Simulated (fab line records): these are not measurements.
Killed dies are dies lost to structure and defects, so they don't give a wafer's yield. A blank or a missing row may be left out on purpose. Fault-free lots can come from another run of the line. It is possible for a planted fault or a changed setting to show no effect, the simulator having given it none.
Which of the tools did it? | flow gf180mcu | 45 wafers from 15 lots sampled at 2 of the route's 602 steps

== WHAT EACH GAUGE READ, for each wafer ==
GF_V4_BOW_MEAS_05. Usual: V4_BOW gives 134 um (standard deviation 8.3).
lot  | measured     | on           | V4_BOW (um) | flag
L505 | day 24 08:20 | filmMetro-01 | 130 136 125 | 
L506 | day 24 10:21 | filmMetro-02 | 132 125 117 | 
L507 | day 25 01:32 | filmMetro-01 | 125 126 128 | 
L510 | day 26 12:13 | filmMetro-03 | 133 133 141 | 
L503 | day 26 23:04 | filmMetro-02 | 152 130 143 | 
L515 | day 28 08:52 | filmMetro-01 | 127 121 131 | 
L516 | day 28 13:41 | filmMetro-02 | 128 129 137 | 
L518 | day 28 18:26 | filmMetro-03 | 129 117 123 | 
L519 | day 29 02:18 | filmMetro-02 | 136 134 139 | 
L517 | day 29 03:46 | filmMetro-02 | 135 135 144 | 
L520 | day 29 08:59 | filmMetro-03 | 141 139 135 | 
L521 | day 29 17:32 | filmMetro-02 | 135 131 129 | 
L523 | day 29 22:13 | filmMetro-02 | 137 145 141 | 
L524 | day 30 08:46 | filmMetro-01 | 139 115 130 | 
L525 | day 30 19:14 | filmMetro-02 | 148 155 153 | 

== WHICH TOOL RAN EACH LOT (tool, then ch and the chambers of the sampled wafers, then the start) ==
lot  | GF_V4_CVD_02
L505 | pecvd-02 ch 0,1,2, day 24 07:53
L506 | pecvd-03 ch 1,2, day 24 09:55
L507 | pecvd-03 ch 0,1, day 25 01:07
L510 | pecvd-02 ch 0,1, day 26 11:46
L503 | pecvd-03 ch 0,2, day 26 22:38
L515 | pecvd-02 ch 0,1,2, day 28 08:26
L516 | pecvd-02 ch 0,1, day 28 13:15
L518 | pecvd-03 ch 1,2, day 28 18:00
L519 | pecvd-03 ch 0,1, day 29 01:49
L517 | pecvd-01 ch 0,1,2, day 29 03:20
L520 | pecvd-03 ch 0,1,2, day 29 08:34
L521 | pecvd-01 ch 0,1,2, day 29 17:06
L523 | pecvd-03 ch 0,2, day 29 21:47
L524 | pecvd-01 ch 1,2, day 30 08:19
L525 | pecvd-02 ch 0,1, day 30 18:48
- GF_V4_CVD_02: deposits SiO2 from TEOS, target thk 850 nm, time 94.851 s.

== AS READ BY THE TOOLS THEMSELVES (means over the sampled wafers that have a number; for cases with no such wafer, the mark the record gives instead) ==
GF_V4_CVD_02. Usual: heaterPowerOuterW 381 W, standard deviation 51; heaterPowerW 654 W, standard deviation 62.
lot  | tool     | heaterPowerOuterW (W) | heaterPowerW (W) | flag
L505 | pecvd-02 | 388                   | 655              | 
L506 | pecvd-03 | 440                   | 719              | 
L507 | pecvd-03 | 368                   | 638              | 
L510 | pecvd-02 | 326                   | 605              | 
L503 | pecvd-03 | 328                   | 610              | 
L515 | pecvd-02 | 398                   | 668              | 
L516 | pecvd-02 | 356                   | 654              | 
L518 | pecvd-03 | 414                   | 688              | 
L519 | pecvd-03 | 381                   | 673              | 
L517 | pecvd-01 | 386                   | 677              | 
L520 | pecvd-03 | 367                   | 643              | 
L521 | pecvd-01 | 401                   | 680              | 
L523 | pecvd-03 | 399                   | 705              | 
L524 | pecvd-01 | 372                   | 660              | 
L525 | pecvd-02 | 339                   | 598              | 

== THE ANSWER, worked out from the rows above alone ==
Rule: take the mean of a lot's wafers that have a number; if it is more than 3 standard deviations from the usual mean, the lot is off. Also off: a lot with no number at a reading for which 4 or more lots have one. All remaining lots with rows at the step are treated as sound. After the gauges, taken in route order, come the tools' own readings; for these a lot's mean is taken, as printed above. The first step at which some lot is off is used, and at that step the reading that is off furthest; a lot without a number counts as furthest.
Across all readings shown, no lot is off: no conclusion can be drawn from this.

== WHAT THE SIMULATOR HAD INSERTED ==
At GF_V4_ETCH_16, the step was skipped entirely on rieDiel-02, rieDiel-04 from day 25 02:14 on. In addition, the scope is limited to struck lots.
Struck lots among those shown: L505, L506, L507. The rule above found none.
